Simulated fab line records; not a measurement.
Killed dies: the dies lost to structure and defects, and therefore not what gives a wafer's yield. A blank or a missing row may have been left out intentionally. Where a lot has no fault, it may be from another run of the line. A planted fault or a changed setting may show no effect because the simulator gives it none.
fab line records | flow gf180mcu
[record] lots = 5 wafers = 15 last-day = 34
route steps=602 shown V2@408 M3@409 V3@429
lots with no fault: from the same line, run without faults
start-h: start of the lot's first displayed wafer, in hours after the record's first day | wait-h: how many hours have passed since the lot's step before this one | " identical to the entry in the row above | L1.1+2: one row covering several wafers at once | - either no value or no given start | * or withheld: withheld | < > ~ a bound
route shown NAME@n: a module of which the file shows steps, and the number in the route of the first | usual: mean and standard deviation over wafers with no fault | same: alike in all rows | chamber/n: place in a boat | sites: readings site by site | _std_site: how widely they spread, as a standard deviation | _edge_site: the outer-site mean with the inner-site mean subtracted | radius-mm: how far each site lies from the wafer's centre | mask NAME#n: copy n | behind: the tool/chamber that last shaped the wafer | hold: the reason the lot was held/the length of the hold in hours/how it ended | device: transistor that didn't switch, given as n, p or np | end of line: the tests these same wafers got at the end of their route | a step without rows: its recipe alone | killed: dies that structure and defects cost at the first sort, which is not the same as the wafer's yield | map: a wafer's dies, x killed, . not, _ none there
set.NAME: the run value of the setting; set.NAME@STEP: its run value at that earlier step | model.NAME: the simulator's own value behind a step, which no gauge read
lots seen at some steps along the route; tables by step, rows by wafer
services: when a tool's chamber went out of use (start-h, in hours from the record's first day, below 0 if earlier), for how many hours, and the reason
[[steps]]
[step GF_V2_CMP_26]
[recipe] stop-on = SiO2 down-force-psi = 3.5 platen-rpm = 60 t-overpolish-s = 15 target-thk-nm = 0 pad-velocity-m-s = 0.94248
[usual] motor-current-A = 11.4/0.8 overpolish-run-s = 15.000/0.0083 time-to-endpoint-s = 83.3/2.6
// columns lot.wafer tool chamber start-h wait-h motor-current-A overpolish-run-s time-to-endpoint-s
L081.4 cmp-02 3 544.84 0.0 12.5 14.993 83.1
L081.5 " 3 " " 11.8 15.000 83.6
L081.6 " 0 " " 10.3 15.010 84.5
L085.2 cmp-02 1 571.39 0.2 10.1 15.008 82.2
L085.5 " 2 " " 12.4 14.997 77.9
L085.6 " 3 " " 11.8 15.013 79.7
L090.4 cmp-01 1 612.48 0.1 10.6 15.005 86.6
L090.2 " 2 " " 10.8 15.004 85.5
L090.5 " 0 " " 11.3 14.990 88.2
L091.3 cmp-02 1 619.96 0.2 10.3 15.007 87.4
L091.6 " 2 " " 12.7 15.005 81.8
L091.5 " 3 " " 12.1 15.007 79.9
L093.4 cmp-01 0 633.00 0.1 11.3 15.002 81.9
L093.3 " 2 " " 11.5 14.993 79.4
L093.6 " 0 " " 11.3 14.994 79.3
[step GF_M3_SPUTTER_00]
[recipe] material = Ti target-thk-nm = 37.5 arriving-ion-energy-ev = 80 substrate-temp-c = 200 chamber-pressure-pa = 2 power-w = 4000 time-s = 150
[usual] throttle-valve-pct = 29.7/1.1
// columns lot.wafer tool chamber start-h wait-h throttle-valve-pct
L081.4 pvd-sputter-02 - 545.19 0.3 29.1
L081.5 " - " " 28.5
L081.6 " - " " 30.8
L085.2 pvd-sputter-04 - 571.54 0.1 30.1
L085.5 " - " " 31.5
L085.6 " - " " 30.1
L090.2 pvd-sputter-04 - 612.68 0.1 28.5
L090.4 " - " " 31.6
L090.5 " - " " 28.7
L091.3 pvd-sputter-03 - 620.11 0.1 29.3
L091.5 " - " " 29.4
L091.6 " - " " 30.4
L093.3 pvd-sputter-03 - 633.25 0.1 29.5
L093.4 " - " " 27.8
L093.6 " - " " 30.2
[step GF_M3_SPUTTER_01]
[recipe] material = TiN target-thk-nm = 30 power-w = 6500 time-s = 25 chamber-pressure-pa = 0.4
[usual] throttle-valve-pct = 29.6/1.1
// columns lot.wafer tool chamber start-h wait-h throttle-valve-pct
L081.4 pvd-sputter-02 - 545.26 0.0 28.9
L081.5 " - " " 28.6
L081.6 " - " " 30.9
L085.2 pvd-sputter-04 - 571.64 0.1 30.0
L085.5 " - " " 31.3
L085.6 " - " " 30.0
L090.2 pvd-sputter-04 - 612.78 0.1 28.6
L090.4 " - " " 31.0
L090.5 " - " " 28.5
L091.3 pvd-sputter-03 - 620.21 0.1 29.3
L091.5 " - " " 29.7
L091.6 " - " " 30.3
L093.3 pvd-sputter-03 - 633.35 0.1 29.6
L093.4 " - " " 27.8
L093.6 " - " " 30.4
[step GF_M3_SPUTTER_02]
[recipe] material = AlCu target-thk-nm = 450 power-w = 10600 time-s = 23.9 chamber-pressure-pa = 0.4
[usual] throttle-valve-pct = 29.7/1.1
// columns lot.wafer tool chamber start-h wait-h throttle-valve-pct
L081.4 pvd-sputter-02 - 545.29 0.0 28.9
L081.5 " - " " 28.5
L081.6 " - " " 31.1
L085.2 pvd-sputter-04 - 571.67 0.0 29.9
L085.5 " - " " 31.3
L085.6 " - " " 30.4
L090.2 pvd-sputter-04 - 612.81 0.0 28.4
L090.4 " - " " 31.0
L090.5 " - " " 28.9
L091.3 pvd-sputter-03 - 620.24 0.0 29.6
L091.5 " - " " 29.4
L091.6 " - " " 30.6
L093.3 pvd-sputter-03 - 633.38 0.0 29.6
L093.4 " - " " 28.1
L093.6 " - " " 30.4
[step GF_M3_SPUTTER_03]
[recipe] material = Ti target-thk-nm = 10 substrate-temp-c = 300 chamber-pressure-pa = 0.3 power-w = 3000 time-s = 6.7
[usual] throttle-valve-pct = 29.7/1.1
// columns lot.wafer tool chamber start-h wait-h throttle-valve-pct
L081.4 pvd-sputter-02 - 545.31 0.0 28.9
L081.5 " - " " 28.5
L081.6 " - " " 30.8
L085.2 pvd-sputter-04 - 571.70 0.0 30.0
L085.5 " - " " 31.6
L085.6 " - " " 30.1
L090.2 pvd-sputter-04 - 612.84 0.0 28.6
L090.4 " - " " 31.5
L090.5 " - " " 28.5
L091.3 pvd-sputter-03 - 620.27 0.0 29.6
L091.5 " - " " 29.5
L091.6 " - " " 30.2
L093.3 pvd-sputter-03 - 633.41 0.0 29.6
L093.4 " - " " 27.8
L093.6 " - " " 30.4
[step GF_M3_SPUTTER_04]
[recipe] material = TiN target-thk-nm = 50 power-w = 6500 time-s = 41.7 chamber-pressure-pa = 0.4
[usual] throttle-valve-pct = 29.7/1.1
// columns lot.wafer tool chamber start-h wait-h throttle-valve-pct
L081.4 pvd-sputter-02 - 545.34 0.0 29.2
L081.5 " - " " 28.4
L081.6 " - " " 30.9
L085.2 pvd-sputter-04 - 571.72 0.0 30.0
L085.5 " - " " 31.5
L085.6 " - " " 30.3
L090.2 pvd-sputter-04 - 612.86 0.0 28.7
L090.4 " - " " 31.4
L090.5 " - " " 28.5
L091.3 pvd-sputter-03 - 620.29 0.0 29.8
L091.5 " - " " 29.3
L091.6 " - " " 30.4
L093.3 pvd-sputter-03 - 633.43 0.0 29.7
L093.4 " - " " 27.6
L093.6 " - " " 30.6
[step GF_M3_RS_MEAS_05]
[recipe] thk-meas-gauge = four-point-probe reads = TiN_of_M3_SPUTTER_04+Ti_of_M3_SPUTTER_03+AlCu_of_M3_SPUTTER_02+TiN_of_M3_SPUTTER_01+Ti_of_M3_SPUTTER_00
[usual] M3_ALCU_RS = 0.0695/0.00068
// columns lot.wafer tool chamber start-h wait-h M3_ALCU_RS[ohm/sq]
L081.4 film-metro-03 - 545.42 0.1 0.0695
L081.5 " - " " 0.0699
L081.6 " - " " 0.0700
L085.2 film-metro-02 - 571.78 0.0 0.0702
L085.5 " - " " 0.0698
L085.6 " - " " 0.0705
L090.2 film-metro-03 - 612.92 0.0 0.0699
L090.4 " - " " 0.0694
L090.5 " - " " 0.0697
L091.3 film-metro-02 - 620.37 0.1 0.0704
L091.5 " - " " 0.0702
L091.6 " - " " 0.0701
L093.3 film-metro-02 - 633.53 0.1 0.0690
L093.4 " - " " 0.0698
L093.6 " - " " 0.0695
[step GF_M3_THK_MEAS_06]
[recipe] thk-meas-gauge = xrf reads = AlCu_of_M3_SPUTTER_02
[usual] M3_ALCU_THK = 444/4.6
// columns lot.wafer tool chamber start-h wait-h M3_ALCU_THK[nm]
L081.4 film-metro-03 - 545.51 0.1 445
L081.5 " - " " 439
L081.6 " - " " 442
L085.2 film-metro-02 - 571.89 0.1 439
L085.5 " - " " 442
L085.6 " - " " 440
L090.2 film-metro-03 - 613.03 0.1 439
L090.4 " - " " 440
L090.5 " - " " 441
L091.3 film-metro-02 - 620.47 0.1 442
L091.5 " - " " 441
L091.6 " - " " 441
L093.3 film-metro-02 - 633.63 0.1 446
L093.4 " - " " 442
L093.6 " - " " 442
[step GF_M3_DEHYDRATE_07]
[recipe] temp-c = 200 time-s = 60
[usual] exhaust-pa = 44.9/0.8
// columns lot.wafer tool chamber start-h wait-h exhaust-pa
L081.4 litho-track-03 0 556.46 10.9 45.0
L081.5 " 0 " " 44.5
L081.6 " 0 " " 44.9
L085.2 litho-track-01 0 582.20 10.3 45.7
L085.5 " 0 " " 46.5
L085.6 " 0 " " 46.4
L090.2 litho-track-01 0 623.25 10.2 46.3
L090.4 " 0 " " 45.4
L090.5 " 0 " " 44.5
L091.3 litho-track-04 0 629.97 9.5 45.3
L091.5 " 0 " " 44.4
L091.6 " 0 " " 44.9
L093.3 litho-track-03 0 643.18 9.5 45.7
L093.4 " 0 " " 45.2
L093.6 " 0 " " 46.0
[step GF_M3_HMDS_08]
[recipe] prime-time-s = 60 prime-temp-c = 120
[usual] exhaust-pa = 45.1/0.79
// columns lot.wafer tool chamber start-h wait-h exhaust-pa
L081.4 litho-track-03 0 556.61 0.1 45.5
L081.5 " 0 " " 46.4
L081.6 " 0 " " 46.2
L085.2 litho-track-01 0 582.35 0.1 44.2
L085.5 " 0 " " 44.7
L085.6 " 0 " " 44.7
L090.2 litho-track-01 0 623.40 0.1 46.3
L090.4 " 0 " " 45.1
L090.5 " 0 " " 45.8
L091.3 litho-track-04 0 630.12 0.1 44.4
L091.5 " 0 " " 44.7
L091.6 " 0 " " 45.8
L093.3 litho-track-03 0 643.33 0.1 45.5
L093.4 " 0 " " 45.3
L093.6 " 0 " " 45.5
[step GF_M3_COAT_09]
[recipe] resist = KrF spin-rpm = withheld resist-thk-nm = 1000
[usual] exhaust-pa = 44.8/1
// columns lot.wafer tool chamber start-h wait-h exhaust-pa
L081.4 litho-track-03 0 556.76 0.1 45.3
L081.5 " 0 " " 45.3
L081.6 " 0 " " 42.7
L085.2 litho-track-01 0 582.50 0.1 44.6
L085.5 " 0 " " 45.1
L085.6 " 0 " " 42.9
L090.2 litho-track-01 0 623.55 0.1 44.6
L090.4 " 0 " " 45.2
L090.5 " 0 " " 46.0
L091.3 litho-track-04 0 630.27 0.1 44.4
L091.5 " 0 " " 45.8
L091.6 " 0 " " 44.0
L093.3 litho-track-03 0 643.48 0.1 43.1
L093.4 " 0 " " 43.4
L093.6 " 0 " " 44.3
[step GF_M3_SOFTBAKE_10]
[recipe] temp-c = 130 time-s = 60 resist = KrF
[usual] exhaust-pa = 44.9/0.95
// columns lot.wafer tool chamber start-h wait-h exhaust-pa
L081.4 litho-track-03 0 556.91 0.1 44.5
L081.5 " 0 " " 44.3
L081.6 " 0 " " 44.8
L085.2 litho-track-01 0 582.65 0.1 45.4
L085.5 " 0 " " 45.7
L085.6 " 0 " " 45.5
L090.2 litho-track-01 0 623.70 0.1 44.3
L090.4 " 0 " " 43.4
L090.5 " 0 " " 44.3
L091.3 litho-track-04 0 630.42 0.1 44.9
L091.5 " 0 " " 45.2
L091.6 " 0 " " 45.9
L093.3 litho-track-03 0 643.63 0.1 45.3
L093.4 " 0 " " 44.0
L093.6 " 0 " " 44.0
[step GF_M3_EXPOSE_11]
[recipe] mask-id = Metal3 target-cd-nm = 280 na = 0.68 source-shape = conventional sigma-outer = 0.6 dose-mj = 28
// columns lot.wafer tool chamber start-h wait-h mask
L081.4+5+6 krf-scanner-01 0 - - Metal3#0
L085.2+5+6 krf-scanner-01 0 - - Metal3#0
L090.2+4+5 krf-scanner-01 0 - - Metal3#0
L091.3+5+6 krf-scanner-02 0 - - Metal3#0
L093.3+4+6 krf-scanner-02 0 - - Metal3#0
[step GF_M3_PEB_12]
[recipe] peb-temp-c = 135 peb-time-s = 90 resist = KrF
[usual] exhaust-pa = 45.0/0.9
// columns lot.wafer tool chamber start-h wait-h exhaust-pa
L081.4 litho-track-04 0 - - 44.5
L081.5 " 0 " " 46.6
L081.6 " 0 " " 46.0
L085.2 litho-track-01 0 - - 44.7
L085.5 " 0 " " 43.1
L085.6 " 0 " " 43.6
L090.2 litho-track-01 0 - - 44.2
L090.4 " 0 " " 44.4
L090.5 " 0 " " 44.7
L091.3 litho-track-01 0 - - 45.5
L091.5 " 0 " " 44.8
L091.6 " 0 " " 46.0
L093.3 litho-track-01 0 - - 43.5
L093.4 " 0 " " 45.3
L093.6 " 0 " " 45.2
[step GF_M3_DEVELOP_13]
[recipe] develop-time-s = 60 dev-temp-c = 21
[usual] exhaust-pa = 44.9/0.84
[same] develop-time-s = 60
// columns lot.wafer tool chamber start-h wait-h exhaust-pa
L081.4 litho-track-04 0 567.84 0.1 44.9
L081.5 " 0 " " 45.8
L081.6 " 0 " " 45.3
L085.2 litho-track-01 0 593.20 0.2 45.5
L085.5 " 0 " " 45.5
L085.6 " 0 " " 45.0
L090.2 litho-track-01 0 633.45 0.2 44.6
L090.4 " 0 " " 45.9
L090.5 " 0 " " 44.0
L091.3 litho-track-01 0 640.62 0.1 44.9
L091.5 " 0 " " 44.6
L091.6 " 0 " " 44.3
L093.3 litho-track-01 0 653.92 0.1 44.0
L093.4 " 0 " " 42.8
L093.6 " 0 " " 43.8
[step GF_M3_CD_MEAS_14]
[recipe] target-cd-nm = 280
[usual] cd-nm = 280.3/1.4
// columns lot.wafer tool chamber start-h wait-h cd-nm
L081.4 cd-sem-02 - 567.98 0.1 279.3
L081.5 " - " " 278.9
L081.6 " - " " 279.6
L085.2 cd-sem-01 - 593.34 0.1 280.1
L085.5 " - " " 279.4
L085.6 " - " " 280.4
L090.2 cd-sem-02 - 633.59 0.1 279.7
L090.4 " - " " 280.2
L090.5 " - " " 279.4
L091.3 cd-sem-02 - 640.76 0.1 281.3
L091.5 " - " " 281.0
L091.6 " - " " 281.0
L093.3 cd-sem-01 - 654.06 0.1 278.3
L093.4 " - " " 279.4
L093.6 " - " " 279.9
[step GF_M3_OVL_MEAS_15]
[usual] M3_OVL = 4/5.5
// columns lot.wafer tool chamber start-h wait-h M3_OVL[nm]
L081.4 overlay-01 - 568.05 0.1 -2
L081.5 " - " " 9
L081.6 " - " " 0
L085.2 overlay-02 - 593.45 0.1 1
L085.5 " - " " 7
L085.6 " - " " 3
L090.2 overlay-01 - 633.70 0.1 10
L090.4 " - " " 18
L090.5 " - " " 13
L091.3 overlay-01 - 640.86 0.1 -6
L091.5 " - " " 7
L091.6 " - " " -3
L093.3 overlay-01 - 654.16 0.1 1
L093.4 " - " " 11
L093.6 " - " " 11
[step GF_M3_METAL_ETCH_16]
[recipe] chemistry = Cl2/BCl3 mask-material = KrF target-depth-nm = 627.5 stop-on = SiO2 pressure-mtorr = 8 icp-w = 800 bias-w = 140 Cl2_flow_sccm = 80 bcl3-flow-sccm = 40 time-s = 104.6
[usual] drypump-motor-current-A = 5.7/0.55 he-backside-leak-sccm = 3.3/0.32 oes-product-au = 0.973/0.006 throttle-valve-pct = 28.249/0.01
// columns lot.wafer tool chamber start-h wait-h drypump-motor-current-A he-backside-leak-sccm oes-product-au rf-hours-counter-h throttle-valve-pct
L081.4 rie-metal-01 1 568.11 0.0 5.0 3.5 0.964 - 28.259
L081.5 " 1 " " 5.0 3.7 0.968 - 28.256
L081.6 " 0 " " 5.5 3.2 0.970 - 28.261
L085.2 rie-metal-03 1 593.52 0.1 6.1 3.1 0.974 - 28.264
L085.5 " 1 " " 6.1 2.9 0.971 - 28.252
L085.6 " 1 " " 6.1 3.3 0.967 - 28.259
L090.2 rie-metal-02 1 633.73 0.0 5.1 3.3 0.976 4 28.245
L090.4 " 1 " " 5.1 3.3 0.977 - 28.238
L090.5 " 0 " " 6.5 3.3 0.972 - 28.250
L091.3 rie-metal-03 1 640.92 0.1 6.1 3.5 0.968 - 28.257
L091.5 " 0 " " 5.8 3.2 0.968 - 28.258
L091.6 " 1 " " 6.1 3.4 0.969 - 28.243
L093.3 rie-metal-03 1 654.22 0.1 6.2 3.1 0.970 - 28.255
L093.4 " 0 " " 5.8 3.4 0.968 - 28.261
L093.6 " 0 " " 5.8 3.2 0.970 - 28.253
[step GF_M3_STRIP_17]
[recipe] chemistry = O2/N2 power-w = 1400 pressure-mtorr = 1500 platen-temp-c = 250 o2-flow-sccm = 3000 n2-flow-sccm = 300 overash-fraction = 0.5
[usual] drypump-motor-current-A = 5.53/0.15 heater-power-w = 325/35 n2-flow-sccm = 299.9/0.88 oes-product-au = 0.557/0.0049 strip-time-to-endpoint-s = 7.87/0.035
// columns lot.wafer tool chamber start-h wait-h drypump-motor-current-A heater-power-w n2-flow-sccm oes-product-au rf-hours-counter-h strip-time-to-endpoint-s
L081.4 plasma-asher-01 0 568.22 0.1 5.55 383 299.7 0.558 - 7.93
L081.5 " 0 " " 5.55 380 300.2 0.570 - 7.94
L081.6 " 1 " " 5.25 327 299.6 0.553 - 7.88
L085.2 plasma-asher-01 0 593.71 0.1 5.59 383 300.6 0.552 99 7.88
L085.5 " 1 " " 5.26 325 300.2 0.559 - 7.89
L085.6 " 0 " " 5.58 382 300.4 0.554 - 7.89
L090.2 plasma-asher-03 1 633.84 0.1 5.50 281 299.9 0.569 82 7.90
L090.4 " 0 " " 5.69 327 297.1 0.560 - 7.91
L090.5 " 1 " " 5.52 277 300.3 0.551 - 7.88
L091.3 plasma-asher-01 1 641.03 0.1 5.27 333 299.5 0.554 - 7.88
L091.5 " 1 " " 5.27 320 299.9 0.555 - 7.86
L091.6 " 0 " " 5.59 386 297.8 0.562 - 7.88
L093.3 plasma-asher-01 1 654.33 0.1 5.28 324 300.6 0.554 - 7.85
L093.4 " 0 " " 5.56 382 300.5 0.561 - 7.86
L093.6 " 0 " " 5.55 384 301.3 0.547 - 7.83
[step GF_M3_STRIP_18]
[recipe] chemistry = post-etch-residue-remover time-s = 1200 temp-c = 72.5
// columns lot.wafer tool chamber start-h wait-h
L081.4+5+6 wet-bench-01 0 568.28 0.0
L085.2+5+6 wet-bench-02 3 593.81 0.1
L090.2+4+5 wet-bench-04 3 633.94 0.1
L091.3+5+6 wet-bench-01 0 641.09 0.0
L093.3+4+6 wet-bench-04 0 654.39 0.0
[step GF_M3_CLEAN_19]
[recipe] chemistry = DIW dry = n2-spin
// columns lot.wafer tool chamber start-h wait-h
L081.4+5+6 wet-bench-02 3 568.66 0.0
L085.2+5+6 wet-bench-01 0 594.18 0.0
L090.2+4+5 wet-bench-02 0 634.28 0.0
L091.3+5+6 wet-bench-04 3 641.43 0.0
L093.3+4+6 wet-bench-01 1 654.73 0.0
[step GF_V3_CVD_00]
[recipe] material = SiO2 target-thk-nm = 600 sigma-open-frac = 0.3 temp-c = 400 time-s = 100 sih4-flow-sccm = 60 pressure-mtorr = 6
// columns lot.wafer tool chamber start-h wait-h
L081.4+5+6 hdpcvd-02 1,0,2 568.79 0.0
L085.2+5+6 hdpcvd-02 1,0,2 594.27 0.0
L090.2+4+5 hdpcvd-01 2,0,2 634.38 0.0
L091.3+5+6 hdpcvd-01 2,0,2 641.53 0.0
L093.3+4+6 hdpcvd-01 1,0,2 654.83 0.0
[step GF_V3_THK_MEAS_01]
[recipe] reads = SiO2_of_V3_CVD_00
[usual] V3_CVD_00_THK = 597/4.9
// columns lot.wafer tool chamber start-h wait-h V3_CVD_00_THK[nm]
L081.4 film-metro-03 - 568.85 0.0 599
L081.5 " - " " 594
L081.6 " - " " 603
L085.2 film-metro-04 - 594.35 0.0 604
L085.5 " - " " 599
L085.6 " - " " 610
L090.2 film-metro-04 - 634.46 0.0 597
L090.4 " - " " 601
L090.5 " - " " 600
L091.3 film-metro-01 - 641.62 0.1 595
L091.5 " - " " 602
L091.6 " - " " 598
L093.3 film-metro-03 - 654.92 0.1 605
L093.4 " - " " 597
L093.6 " - " " 602
[step GF_V3_CVD_02]
[recipe] material = SiO2 target-thk-nm = 850 precursor = TEOS temp-c = 400 time-s = 94.851 rf-w = 600
[usual] heater-power-w = 632/62
// columns lot.wafer tool chamber start-h wait-h heater-power-w since-wet-clean-h
L081.4 pecvd-02 2 568.92 0.1 604 -
L081.5 " 1 " " 562 -
L081.6 " 0 " " 568 -
L085.2 pecvd-03 2 594.40 0.0 674 628
L085.5 " 2 " " 696 -
L085.6 " 0 " " 637 -
L090.2 pecvd-03 1 634.51 0.0 776 668
L090.4 " 0 " " 636 -
L090.5 " 2 " " 688 -
L091.3 pecvd-02 0 641.66 0.0 651 37
L091.5 " 2 " " 475 -
L091.6 " 1 " " 572 -
L093.3 pecvd-02 2 654.96 0.0 607 50
L093.4 " 2 " " 498 -
L093.6 " 1 " " 567 -
[step GF_V3_THK_MEAS_03]
[recipe] reads = SiO2_of_V3_CVD_02
[usual] V3_CVD_02_THK = 848/11
// columns lot.wafer tool chamber start-h wait-h V3_CVD_02_THK[nm]
L081.4 film-metro-04 - 568.98 0.0 861
L081.5 " - " " 856
L081.6 " - " " 852
L085.2 film-metro-01 - 594.48 0.0 848
L085.5 " - " " 856
L085.6 " - " " 860
L090.2 film-metro-03 - 634.59 0.0 834
L090.4 " - " " 856
L090.5 " - " " 849
L091.3 film-metro-04 - 641.75 0.1 844
L091.5 " - " " 860
L091.6 " - " " 864
L093.3 film-metro-01 - 655.05 0.1 835
L093.4 " - " " 836
L093.6 " - " " 852
[step GF_V3_CMP_04]
[recipe] material = SiO2 down-force-psi = 4 platen-rpm = 60 pad-velocity-m-s = 0.94248
[usual] motor-current-A = 12.3/0.86 time-to-endpoint-s = 80/5.7
// columns lot.wafer tool chamber start-h wait-h motor-current-A time-to-endpoint-s
L081.4 cmp-02 1 569.01 0.0 11.3 88
L081.5 " 1 " " 10.7 87
L081.6 " 2 " " 13.4 82
L085.2 cmp-02 0 594.68 0.2 11.3 83
L085.5 " 1 " " 10.7 85
L085.6 " 2 " " 13.0 87
L090.4 cmp-01 1 634.64 0.0 12.3 85
L090.2 " 2 " " 12.0 78
L090.5 " 2 " " 12.3 83
L091.3 cmp-01 3 641.89 0.1 13.1 83
L091.5 " 1 " " 11.9 93
L091.6 " 2 " " 11.7 90
L093.4 cmp-01 0 655.19 0.1 13.0 81
L093.3 " 1 " " 11.8 80
L093.6 " 2 " " 12.3 83
[step GF_V3_BOW_MEAS_05]
[recipe] mode = bow
[usual] V3_BOW = 118/7.8
// columns lot.wafer tool chamber start-h wait-h V3_BOW[um]
L081.4 film-metro-03 - 569.37 0.3 109
L081.5 " - " " 119
L081.6 " - " " 113
L085.2 film-metro-04 - 594.85 0.1 121
L085.5 " - " " 124
L085.6 " - " " 118
L090.2 film-metro-03 - 634.96 0.2 114
L090.4 " - " " 109
L090.5 " - " " 121
L091.3 film-metro-03 - 642.13 0.2 143
L091.5 " - " " 133
L091.6 " - " " 136
L093.3 film-metro-03 - 655.43 0.1 109
L093.4 " - " " 102
L093.6 " - " " 110
[step GF_V3_DEHYDRATE_06]
[recipe] temp-c = 200 time-s = 60
[usual] exhaust-pa = 45.0/0.89
// columns lot.wafer tool chamber start-h wait-h exhaust-pa
L081.4 litho-track-02 0 580.29 10.9 44.1
L081.5 " 0 " " 43.8
L081.6 " 0 " " 44.5
L085.2 litho-track-01 0 604.95 10.1 44.1
L085.5 " 0 " " 44.9
L085.6 " 0 " " 45.0
L090.2 litho-track-01 0 644.80 9.8 46.5
L090.4 " 0 " " 45.3
L090.5 " 0 " " 45.7
L091.3 litho-track-01 0 651.72 9.6 45.1
L091.5 " 0 " " 45.0
L091.6 " 0 " " 45.0
L093.3 litho-track-02 0 664.77 9.3 45.3
L093.4 " 0 " " 45.4
L093.6 " 0 " " 43.9
[step GF_V3_HMDS_07]
[recipe] prime-time-s = 60 prime-temp-c = 120
[usual] exhaust-pa = 44.8/0.91
// columns lot.wafer tool chamber start-h wait-h exhaust-pa
L081.4 litho-track-02 0 580.44 0.1 43.6
L081.5 " 0 " " 44.3
L081.6 " 0 " " 44.0
L085.2 litho-track-01 0 605.10 0.1 43.5
L085.5 " 0 " " 43.9
L085.6 " 0 " " 44.8
L090.2 litho-track-01 0 644.95 0.1 45.8
L090.4 " 0 " " 45.8
L090.5 " 0 " " 46.6
L091.3 litho-track-01 0 651.87 0.1 44.6
L091.5 " 0 " " 43.8
L091.6 " 0 " " 44.8
L093.3 litho-track-02 0 664.92 0.1 44.1
L093.4 " 0 " " 44.8
L093.6 " 0 " " 44.8
[step GF_V3_COAT_08]
[recipe] resist = BARC temp-c = withheld time-s = withheld spin-rpm = withheld resist-thk-nm = withheld
[usual] exhaust-pa = 45.1/0.81
// columns lot.wafer tool chamber start-h wait-h exhaust-pa
L081.4 litho-track-02 0 580.59 0.1 46.5
L081.5 " 0 " " 44.6
L081.6 " 0 " " 47.4
L085.2 litho-track-01 0 605.25 0.1 45.8
L085.5 " 0 " " 44.5
L085.6 " 0 " " 46.6
L090.2 litho-track-01 0 645.10 0.1 44.8
L090.4 " 0 " " 44.1
L090.5 " 0 " " 43.7
L091.3 litho-track-01 0 652.02 0.1 44.8
L091.5 " 0 " " 44.2
L091.6 " 0 " " 44.8
L093.3 litho-track-02 0 665.07 0.1 45.8
L093.4 " 0 " " 43.8
L093.6 " 0 " " 44.0
[step GF_V3_COAT_09]
[recipe] resist = KrF spin-rpm = withheld resist-thk-nm = 1000
[usual] exhaust-pa = 44.9/0.94
// columns lot.wafer tool chamber start-h wait-h exhaust-pa
L081.4 litho-track-02 0 - - 45.7
L081.5 " 0 " " 44.2
L081.6 " 0 " " 44.2
L085.2 litho-track-01 0 - - 43.6
L085.5 " 0 " " 43.3
L085.6 " 0 " " 44.8
L090.2 litho-track-01 0 - - 43.1
L090.4 " 0 " " 43.8
L090.5 " 0 " " 44.5
L091.3 litho-track-01 0 - - 43.0
L091.5 " 0 " " 45.3
L091.6 " 0 " " 44.1
L093.3 litho-track-02 0 - - 43.9
L093.4 " 0 " " 43.8
L093.6 " 0 " " 44.5
[[services]]
// columns tool chamber start-h hours kind
pecvd-03 2 527.32 18.5 repair
krf-scanner-01 - 527.33 0.8 pm
plasma-asher-01 - 528.02 4.3 repair
cmp-02 - 529.91 1.9 repair
krf-scanner-02 - 531.56 4.4 pm
hdpcvd-02 - 539.25 15.0 pm
krf-scanner-01 - 539.33 1.3 pm
krf-scanner-01 - 540.88 5.7 repair
hdpcvd-02 - 558.06 1.6 repair
krf-scanner-01 - 575.60 1.0 pm
pecvd-03 - 582.65 1.4 repair
pecvd-02 - 591.12 14.0 pm
krf-scanner-01 - 591.30 4.0 pm
wet-bench-01 - 600.37 31.3 pm
cmp-02 - 601.98 4.0 pm
krf-scanner-02 - 603.59 1.0 pm
pecvd-02 - 605.12 14.6 pm
pvd-sputter-03 - 608.42 0.7 repair
hdpcvd-01 1 611.79 3.4 repair
cmp-01 - 620.45 0.3 repair
pvd-sputter-04 - 624.03 2.1 repair
krf-scanner-01 - 641.08 3.6 pm
cmp-01 - 660.39 1.3 repair
plasma-asher-01 - 662.67 14.6 pm
[[key]]
fault none
